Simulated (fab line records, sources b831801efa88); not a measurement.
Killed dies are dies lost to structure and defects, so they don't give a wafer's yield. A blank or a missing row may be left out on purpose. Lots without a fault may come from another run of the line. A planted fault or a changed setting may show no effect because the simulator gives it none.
A struck lot beside a sound one | flow sky130 | 43 steps out of a route of 708
Sound: wafers L979.1, L979.2, L979.4. Struck: wafers L994.2, L994.3. (L994.1 of the same lot was not struck and is left out.) The cause comes at the end.
At each step with rows: each side's tool, then ch and its chambers, then its first start. Under that, the readings that differ: sound wafers | struck wafers | difference of the means | sigmas: that difference in standard deviations of wafers without a fault.
alike: readings whose means differ by less than 2 such deviations, and words and numbers that are the same on both sides. not compared: withheld readings, readings that some wafer has no value for, bounds like >300 that may hide the same value, and numbers for which the record gives no deviation and whose values overlap.
The two part at a step that has a row with sigmas, a row that says differs or no value, or rows on one side only. Numbers that don't overlap but have no deviation are shown without sigmas and don't part them. A reading that every wafer of one side lacks parts them only if that side has two wafers or more.

first, 3 steps without rows for these wafers: SKY_VIA3_EXPOSE_09 (exposes mask VIM3, target cd 200 nm); SKY_VIA3_PEB_10; SKY_VIA3_DEVELOP_11 (develop time 60 s).
SKY_VIA3_CD_MEAS_12: target cd 200 nm.
  sound on cd_sem-01, day 41 05:41; struck on cd_sem-01, day 45 07:10
  alike: cd_nm
SKY_VIA3_OVL_MEAS_13:
  sound on overlay-02, day 41 05:49; struck on overlay-02, day 45 07:17
  alike: VIA3_OVL
then, 7 steps without rows for these wafers: SKY_VIA3_ETCH_14 (etches BARC in N2/H2, stops on SiO2, time 45.9 s, target depth 60 nm); SKY_VIA3_ETCH_15 (etches SiO2 in C4F8/O2/Ar, stops on TiN, target depth 507 nm, time 78 s); SKY_VIA3_STRIP_16 (strips in O2/N2); SKY_VIA3_STRIP_17 (strips in post etch residue remover, time 1200 s); SKY_VIA3_CLEAN_18 (cleans in IPA, time 180 s); SKY_VIA3_CLEAN_19 (cleans in O3/DIW); SKY_VIA3_SPUTTER_20 (material TiN, target thk 20 nm, time 80 s).
SKY_VIA3_CVD_21: deposits W, target thk 390 nm, time 117.31 s.
  sound on cvd_w-01 ch 0,1, day 41 06:36; struck on cvd_w-01 ch 1, day 45 08:06
  alike: heater_power_w
SKY_VIA3_RS_MEAS_22: measures by four-point-probe.
  sound on film_metro-04, day 41 06:44; struck on film_metro-02, day 45 08:13
  alike: VIA3_W_RS
SKY_VIA3_THK_MEAS_23: measures by xrf.
  sound on film_metro-04, day 41 06:51; struck on film_metro-02, day 45 08:20
  alike: VIA3_W_THK
SKY_VIA3_CMP_24: polishes, stops on SiO2, t overpolish 20 s, target thk 0 nm.
  sound on cmp-02 ch 0,1,2, day 41 07:16; struck on cmp-01 ch 0,3, day 45 08:24
  reading                | sound    | struck  | difference | sigmas
  time_to_endpoint_s (s) | 93 92 89 | 103 101 | +11        | +3
  alike: motor_current_A, overpolish_run_s
then, 1 step without rows for these wafers: SKY_METAL4_SPUTTER_00 (material Ti, target thk 15 nm, time 10 s).
SKY_METAL4_SPUTTER_01: material TiN, target thk 20 nm, time 16.7 s.
  sound on pvd_sputter-03, day 41 07:32; struck on pvd_sputter-03, day 45 08:44
  alike: throttle_valve_pct
SKY_METAL4_SPUTTER_02: material AlCu, target thk 735 nm, time 39.1 s.
  sound on pvd_sputter-03, day 41 07:34; struck on pvd_sputter-03, day 45 08:45
  alike: throttle_valve_pct
SKY_METAL4_SPUTTER_03: material Ti, target thk 5 nm, time 3.3 s.
  sound on pvd_sputter-03, day 41 07:36; struck on pvd_sputter-03, day 45 08:47
  alike: throttle_valve_pct
then, 1 step without rows for these wafers: SKY_METAL4_SPUTTER_04 (material TiN, target thk 70 nm, time 58.3 s).
SKY_CAP2M_CVD_00: deposits SiO2, target thk 15.5 nm.
  sound on pecvd-04 ch 0,2, day 41 07:40; struck on pecvd-04 ch 1,2, day 45 08:52
  alike: heater_power_w
SKY_CAP2M_THK_MEAS_01:
  sound on film_metro-04, day 41 07:42; struck on film_metro-03, day 45 08:53
  alike: CAP2M_CVD_00_THK
then, 1 step without rows for these wafers: SKY_CAP2M_SPUTTER_02 (material TiN, target thk 200 nm, time 166.7 s).
SKY_CAP2M_RS_MEAS_03: measures by four-point-probe.
  sound on film_metro-03, day 41 07:52; struck on film_metro-04, day 45 09:03
  alike: CAP2M_TIN_RS
SKY_CAP2M_THK_MEAS_04: measures by xrf.
  sound on film_metro-03, day 41 07:59; struck on film_metro-04, day 45 09:10
  alike: CAP2M_TIN_THK
then, 7 steps without rows for these wafers: SKY_CAP2M_DEHYDRATE_05 (time 60 s); SKY_CAP2M_HMDS_06 (prime time 60 s); SKY_CAP2M_COAT_07 (resist thk 1140 nm); SKY_CAP2M_SOFTBAKE_08 (time 60 s); SKY_CAP2M_EXPOSE_09 (exposes mask CAP2M, target cd 1000 nm); SKY_CAP2M_PEB_10; SKY_CAP2M_DEVELOP_11 (develop time 60 s).
SKY_CAP2M_OVL_MEAS_12:
  sound on overlay-01, day 42 08:13; struck on overlay-02, day 46 06:43
  alike: CAP2M_OVL
then, 8 steps without rows for these wafers: SKY_CAP2M_METAL_ETCH_13 (etches TiN in Cl2/BCl3, stops on SiO2, target depth 220 nm, time 62.9 s); SKY_CAP2M_STRIP_14 (strips in O2/N2); SKY_CAP2M_STRIP_15 (strips in post etch residue remover, time 1200 s); SKY_CAP2M_CLEAN_16 (cleans in IPA, time 180 s); SKY_CAP2M_CLEAN_17 (cleans in O3/DIW); SKY_METAL4_DEHYDRATE_05 (time 60 s); SKY_METAL4_HMDS_06 (prime time 60 s); SKY_METAL4_COAT_07 (resist thk 60 nm).
-- the record jumps here: 4 days lie between the struck wafers' starts before and after (it left off in module METAL4 and takes up again in module PAD_OPEN, whose first step shown is number 708 of the route) --
SKY_PAD_OPEN_PROBE_99:
  sound on prober-02, day 47 08:52; struck on prober-01, day 50 16:59
  reading                               | sound               | struck                                            | difference                   | sigmas
  hold                                  | - - -               | await_dispo/2.7h/release await_dispo/2.7h/release | no value on the sound wafers |
  defect_limited_yield (%)              | 85.2 86.2 81.3      | 72.0 74.6                                         | -10.9                        | -5
  killed_at_M0_to_M3                    | 26 31 52            | 94 92                                             | +57                          | +8
  killed_dies                           | 73 68 92            | 138 125                                           | +54                          | +5
  sort_bin_3_pad_short (%)              | 0.6 0.4 0.8         | 3.3 2.4                                           | +2.2                         | +6
  sort_bin_5_function (%)               | 9.1 7.7 12.0        | 17.5 16.7                                         | +7.5                         | +5
  sort_n_pass                           | 419 424 400         | 354 367                                           | -54                          | -5
  sort_yield_pct (%)                    | 85.2 86.2 81.3      | 72.0 74.6                                         | -10.9                        | -5
  model.etest.tester.sort_n_pass        | 419 424 400         | 354 367                                           | -54                          |
  model.etest.tester.sort_yield_pct (%) | 85.16 86.18 81.3    | 71.95 74.59                                       | -10.94                       |
  model.etest.tester.sort_bin_5_pct (%) | 9.146 7.724 11.99   | 17.48 16.67                                       | +7.46                        |
  model.etest.tester.sort_bin_3_pct (%) | 0.6098 0.4065 0.813 | 3.252 2.439                                       | +2.236                       |
  alike: killed_at_M4_up, killed_at_contacts, killed_at_front_end, killed_at_other, killed_open, killed_short, sort_bin_6_memory

WHERE THEY PART
First at SKY_VIA3_CMP_24; last, within this record, at SKY_PAD_OPEN_PROBE_99.

WHY: what the simulator had put in
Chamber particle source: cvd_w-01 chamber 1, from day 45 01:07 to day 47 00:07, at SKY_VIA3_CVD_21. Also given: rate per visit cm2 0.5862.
